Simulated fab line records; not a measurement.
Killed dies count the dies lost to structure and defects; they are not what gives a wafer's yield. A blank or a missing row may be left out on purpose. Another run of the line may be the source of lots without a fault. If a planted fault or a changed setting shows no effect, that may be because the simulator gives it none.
A struck lot beside a sound one -- flow gf180mcu -- 21 out of 602 route steps
Sound: the wafers L479.1, L479.5, L479.6. The struck wafers were L490.1, L490.2, L490.3. Last of all comes the cause.
For every step that has rows: the tool of each side, followed by ch and its chambers, followed by its first start. Under that, the readings that differ: sound wafers -- struck wafers -- difference of the means -- sigmas: that difference in standard deviations of wafers without a fault.
alike: a reading whose means differ by less than 2 such deviations, as well as words and numbers matching on both sides. not compared: withheld readings; readings where some wafer has no value; bounds like >300 that might hide an equal value; numbers whose values overlap and for which the record gives no deviation.
Wherever a step has rows on one side only, a row that says differs or no value, or a row with sigmas, the two part there. Non-overlapping numbers with no deviation appear without sigmas and do not part them. Lack of a reading on every wafer of one side parts them only where that side has two or more wafers.

first, 1 step without rows for these wafers: GF_NSD_IMPLANT_10.
GF_NSD_STRIP_11: strips in O2/N2.
  sound on plasma_asher-02 ch 0,1, day 14 00:03; struck on plasma_asher-04 ch 0,1, day 17 21:05
  alike: drypump_motor_current_A, heater_power_w, oes_product_au, strip_time_to_endpoint_s
  not compared: rf_hours_counter_h
GF_NSD_TW_MEAS_12:
  struck on film_metro-01, day 17 21:11; sound on film_metro-03, day 14 00:09
reading,sound,struck,difference,sigmas
NSD_TW,4301 4319 4291,4184 4189 4188,-117,-2
then, 7 steps without rows for these wafers: GF_PSD_DEHYDRATE_00 (time 60 s); GF_PSD_HMDS_01 (prime time 60 s); GF_PSD_COAT_02 (resist thk 1000 nm); GF_PSD_SOFTBAKE_03 (time 60 s); GF_PSD_EXPOSE_04 (exposes mask Pplus, target cd 400 nm); GF_PSD_PEB_05; GF_PSD_DEVELOP_06 (develop time 60 s).
GF_PSD_CD_MEAS_07: target cd 400 nm.
  struck on cd_sem-01, day 18 21:26; sound on cd_sem-02, day 14 20:43
  alike: cd_nm
GF_PSD_OVL_MEAS_08:
  struck on overlay-02, day 18 21:33; sound on overlay-01, day 14 20:50
  alike: PSD_OVL
GF_PSD_IMPLANT_09:
  sound on implanter-01 ch 0, day 14 20:53; struck on implanter-01 ch 0, day 18 21:35
reading,sound,struck,difference,sigmas
implant_ion_amu,49 49 49,11 11 11,-38,
model.implant.rp_nm (nm),29.57 29.57 29.57,131.7 131.7 131.7,+102.1,
model.implant.drp_nm (nm),15.87 15.87 15.87,51.31 51.31 51.31,+35.44,
  alike: dose_ions_cm2
GF_PSD_STRIP_10: strips in O2/N2.
  sound on plasma_asher-02 ch 0,1, day 14 21:02; struck on plasma_asher-01 ch 0,1, day 18 21:44
reading,sound,struck,difference,sigmas
oes_product_au (a.u.),0.598 0.596 0.597,0.633 0.632 0.632,+0.035,+7
strip_time_to_endpoint_s (s),16.55 16.55 16.51,14.88 14.84 14.86,-1.68,-56
  alike: drypump_motor_current_A, heater_power_w
  not compared: rf_hours_counter_h
GF_PSD_TW_MEAS_11:
  struck on film_metro-02, day 18 21:50; sound on film_metro-03, day 14 21:08
reading,sound,struck,difference,sigmas
PSD_TW,3222 3214 3244,2189 2201 2198,-1031,-26
then, 1 step without rows for these wafers: GF_PSD_CLEAN_12 (cleans in SC1/SC2, time 150 s).
GF_PSD_RTA_13: time 20 s.
  sound on rtp_anneal-01 ch 0, day 14 21:15; struck on rtp_anneal-01 ch 0, day 18 21:57
  alike: lamp_power_pct, wafer_temp_C_max
GF_PSD_RS_MEAS_14: measurement is done with a four-point probe.
  struck on film_metro-01, day 18 22:03; sound on film_metro-01, day 14 21:20
  alike: NSD_RS
GF_PSD_RS_MEAS_15: measurement is done with a four-point probe.
  struck on film_metro-01, day 18 22:10; sound on film_metro-01, day 14 21:27
reading,sound,struck,difference,sigmas
PSD_RS (ohm/sq),108.58 108.34 108.55,78.92 78.72 78.76,-29.69,-99 or more
GF_SAB_CVD_00: deposits SiO2 from TEOS, target thk 50 nm, time 4.9302 s.
  sound on pecvd-03 ch 0,1, day 14 21:34; struck on pecvd-04 ch 0,1,2, day 18 22:17
  alike: heater_power_w
  not compared: since_wet_clean_h
-- the record jumps here: 14 days lie between the struck wafers' starts before and after (it left off in module SAB and takes up again in module PASSIVATION, whose first step shown is number 602 of the route) --
GF_PASSIVATION_PROBE_99:
  record: rows for the struck wafers here (prober-01, day 32 19:04), none for the sound ones

## WHERE THEY PART
At GF_NSD_TW_MEAS_12 first; at GF_PASSIVATION_PROBE_99 last (within this record only).

WHY: what had been put in by the simulator
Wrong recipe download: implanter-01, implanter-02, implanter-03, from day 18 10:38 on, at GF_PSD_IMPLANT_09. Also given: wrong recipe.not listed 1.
